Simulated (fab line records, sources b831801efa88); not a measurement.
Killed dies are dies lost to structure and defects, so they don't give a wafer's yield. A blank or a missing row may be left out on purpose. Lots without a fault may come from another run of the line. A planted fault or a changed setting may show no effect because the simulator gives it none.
A struck lot beside a sound one | flow sfq_line | 41 steps out of a route of 325
Sound: wafers L683.1, L683.3, L683.6. Struck: wafer L697.6. (L697.3, L697.4 of the same lot were not struck and are left out.) The cause comes at the end.
At each step with rows: each side's tool, then ch and its chambers, then its first start. Under that, the readings that differ: sound wafers | struck wafers | difference of the means | sigmas: that difference in standard deviations of wafers without a fault.
alike: readings whose means differ by less than 2 such deviations, and words and numbers that are the same on both sides. not compared: withheld readings, readings that some wafer has no value for, bounds like >300 that may hide the same value, and numbers for which the record gives no deviation and whose values overlap.
The two part at a step that has a row with sigmas, a row that says differs or no value, or rows on one side only. Numbers that don't overlap but have no deviation are shown without sigmas and don't part them. A reading that every wafer of one side lacks parts them only if that side has two wafers or more.

first, 6 steps without rows for these wafers: SFQ_TRILAYER_M7_LITHO_COAT_182 (resist thk 62 nm); SFQ_TRILAYER_M7_LITHO_COAT_177 (resist thk 600 nm); SFQ_TRILAYER_M7_LITHO_SOFTBAKE_181; SFQ_TRILAYER_M7_LITHO_EXPOSE_178 (exposes mask M7, target cd 500 nm); SFQ_TRILAYER_M7_LITHO_PEB_180 (peb time 60 s); SFQ_TRILAYER_M7_LITHO_DEVELOP_179 (time 60 s).
SFQ_M7_OVL_MEAS_945:
  sound on overlay-01, day 78 04:39; struck on overlay-02, day 88 01:50
  alike: M7_OVL
SFQ_TRILAYER_M7_BARC_OPEN_METAL_ETCH_229: etches BARC in O2, target depth 125 nm, time 41.7 s.
  sound on rie_metal-03 ch 0,1, day 78 04:41; struck on rie_metal-03 ch 0, day 88 01:53
  reading               | sound             | struck | difference | sigmas
  oes_product_au (a.u.) | 0.684 0.683 0.676 | 0.694  | +0.013     | +3
  alike: chamber_pressure_mTorr, drypump_motor_current_A
  not compared: rf_hours_counter_h
SFQ_TRILAYER_M7_ETCH_METAL_ETCH_180: etches Nb in Cl2/Ar, stops on SiO2, target depth 240 nm, time 120 s.
  sound on rie_metal-03 ch 0,1, day 78 04:44; struck on rie_metal-03 ch 0, day 88 01:58
  reading               | sound             | struck | difference | sigmas
  oes_product_au (a.u.) | 0.882 0.886 0.885 | 0.900  | +0.016     | +2
  alike: chamber_pressure_mTorr, drypump_motor_current_A
  not compared: rf_hours_counter_h
SFQ_TRILAYER_M7_STRIP_STRIP_181: strips in O2.
  sound on rie_metal-03 ch 0,1, day 78 04:52; struck on rie_metal-03 ch 0, day 88 02:14
  alike: chamber_pressure_mTorr, drypump_motor_current_A, oes_product_au
  not compared: rf_hours_counter_h
then, 2 steps without rows for these wafers: SFQ_TRILAYER_M7_STRIP_SOLV_CLEAN_182 (cleans in NMP, time 600 s); SFQ_TRILAYER_I7_DEP_PECVD_183 (deposits SiO2 from SiH4/N2O, time 113.9 s, target thk 500 nm).
SFQ_TRILAYER_I7_CMP_CMP_184: polishes SiO2.
  sound on cmp-01 ch 0,2, day 78 06:13; struck on cmp-02 ch 2, day 88 04:23
  reading                                             | sound           | struck | difference | sigmas
  motor_current_A (A)                                 | 11.3 11.6 11.5  | 8.1    | -3.4       | -3
  time_to_endpoint_s (s)                              | 214 211 220     | 292    | +77        | +9
  model.SiO2_of_TRILAYER_I7_DEP_PECVD_183.thk_nm (nm) | 198.5 197.7 198 | 308.9  | +110.8     |
  alike: head_pressure_psi, platen_rpm
SFQ_I7_BOW_MEAS_946:
  sound on film_metro-01, day 78 08:43; struck on film_metro-02, day 88 07:15
  not compared: I7_BOW
SFQ_TRILAYER_I7_METRO_MEASURE_185:
  sound on film_metro-01, day 78 08:50; struck on film_metro-02, day 88 12:05
  reading     | sound             | struck | difference | sigmas
  thk_nm (nm) | 198.6 197.5 198.0 | 308.8  | +110.8     | +79
then, 4 steps without rows for these wafers: SFQ_TRILAYER_I7_VIA_LITHO_COAT_192 (resist thk 62 nm); SFQ_TRILAYER_I7_VIA_LITHO_COAT_187 (resist thk 650 nm); SFQ_TRILAYER_I7_VIA_LITHO_SOFTBAKE_191; SFQ_TRILAYER_I7_VIA_LITHO_EXPOSE_188 (exposes mask I7, target cd 1000 nm).
SFQ_TRILAYER_I7_VIA_LITHO_PEB_190: peb time 60.96 s.
  sound on litho_track-03 ch 0, day 78 11:59; struck on litho_track-02 ch 0, day 88 17:01
  alike: chill_plate_temp_C, plate_sensor_t_centre_C, plate_sensor_t_edge_C
then, 1 step without rows for these wafers: SFQ_TRILAYER_I7_VIA_LITHO_DEVELOP_189 (time 60 s).
SFQ_I7_OVL_MEAS_947:
  sound on overlay-01, day 78 12:17; struck on overlay-01, day 88 17:17
  alike: I7_OVL
then, 1 step without rows for these wafers: SFQ_TRILAYER_I7_VIA_BARC_OPEN_VIA_ETCH_260 (etches BARC in O2, target depth 125 nm, time 41.7 s).
SFQ_TRILAYER_I7_VIA_ETCH_VIA_ETCH_190: etches SiO2 in CHF3, stops on Nb, target depth 260 nm.
  sound on rie_diel-03 ch 1,3, day 78 12:22; struck on rie_diel-03 ch 2, day 88 17:21
  reading                        | sound             | struck | difference | sigmas
  oes_product_au (a.u.)          | 0.857 0.850 0.842 | 1.003  | +0.153     | +26
  model.etch.depth_nm (nm)       | 198.5 197.7 198   | 259.1  | +61.0      |
  model.I7.feature_depth_nm (nm) | 198.5 197.7 198   | 259.1  | +61.0      |
  alike: chamber_pressure_mTorr, drypump_motor_current_A
SFQ_TRILAYER_I7_VIA_STRIP_STRIP_191: strips in O2.
  sound on rie_metal-02 ch 0, day 78 12:29; struck on rie_metal-03 ch 0, day 88 17:40
  alike: chamber_pressure_mTorr, drypump_motor_current_A, oes_product_au
  not compared: rf_hours_counter_h
then, 8 steps without rows for these wafers: SFQ_TRILAYER_I7_VIA_STRIP_SOLV_CLEAN_192 (cleans in NMP, time 600 s); SFQ_TRILAYER_M8_LITHO_LOR_COAT_197; SFQ_TRILAYER_M8_LITHO_LOR_BAKE_198; SFQ_TRILAYER_M8_LITHO_COAT_193 (resist thk 600 nm); SFQ_TRILAYER_M8_LITHO_SOFTBAKE_199; SFQ_TRILAYER_M8_LITHO_EXPOSE_194 (exposes mask M8, target cd 2000 nm); SFQ_TRILAYER_M8_LITHO_PEB_196 (peb time 60 s); SFQ_TRILAYER_M8_LITHO_DEVELOP_195 (img clear 15 s, time 55 s).
-- the record jumps here: 3 days lie between the struck wafers' starts before and after --
SFQ_M8_OVL_MEAS_948:
  sound on overlay-01, day 82 02:14; struck on overlay-02, day 91 16:36
  alike: M8_OVL
then, 3 steps without rows for these wafers: SFQ_TRILAYER_M8_DEP_EVAP_197 (material Ti, target thk 20 nm, time 100 s); SFQ_TRILAYER_M8_DEP_EVAP_198 (material Pt, target thk 50 nm, time 239.8 s); SFQ_TRILAYER_M8_DEP_EVAP_196 (material Au, target thk 180 nm, time 900 s).
SFQ_M8_RS_MEAS_949: measures by four-point-probe.
  sound on film_metro-04, day 82 03:01; struck on film_metro-03, day 91 17:25
  alike: M8_AU_RS
SFQ_M8_THK_MEAS_950: measures by xrf.
  sound on film_metro-04, day 82 03:08; struck on film_metro-03, day 91 17:31
  alike: M8_AU_THK
then, 1 step without rows for these wafers: SFQ_TRILAYER_M8_LIFTOFF_LIFTOFF_197 (chemistry NMP, time 600 s).
SFQ_M8_BOW_MEAS_951:
  sound on film_metro-02, day 82 03:23; struck on film_metro-04, day 91 17:56
  reading                 | sound            | struck | difference | sigmas
  model.etest.i7.link_ohm | 1.06 1.055 1.062 | 1e+06  | +1e+06     |
  alike: M8_BOW

WHERE THEY PART
First at SFQ_TRILAYER_M7_BARC_OPEN_METAL_ETCH_229; last, within this record, at SFQ_TRILAYER_I7_VIA_ETCH_VIA_ETCH_190. Later steps at which nothing parts them and some readings are alike: SFQ_TRILAYER_I7_VIA_STRIP_STRIP_191, SFQ_M8_OVL_MEAS_948, SFQ_M8_RS_MEAS_949, SFQ_M8_THK_MEAS_950, SFQ_M8_BOW_MEAS_951.

WHY: what the simulator had put in
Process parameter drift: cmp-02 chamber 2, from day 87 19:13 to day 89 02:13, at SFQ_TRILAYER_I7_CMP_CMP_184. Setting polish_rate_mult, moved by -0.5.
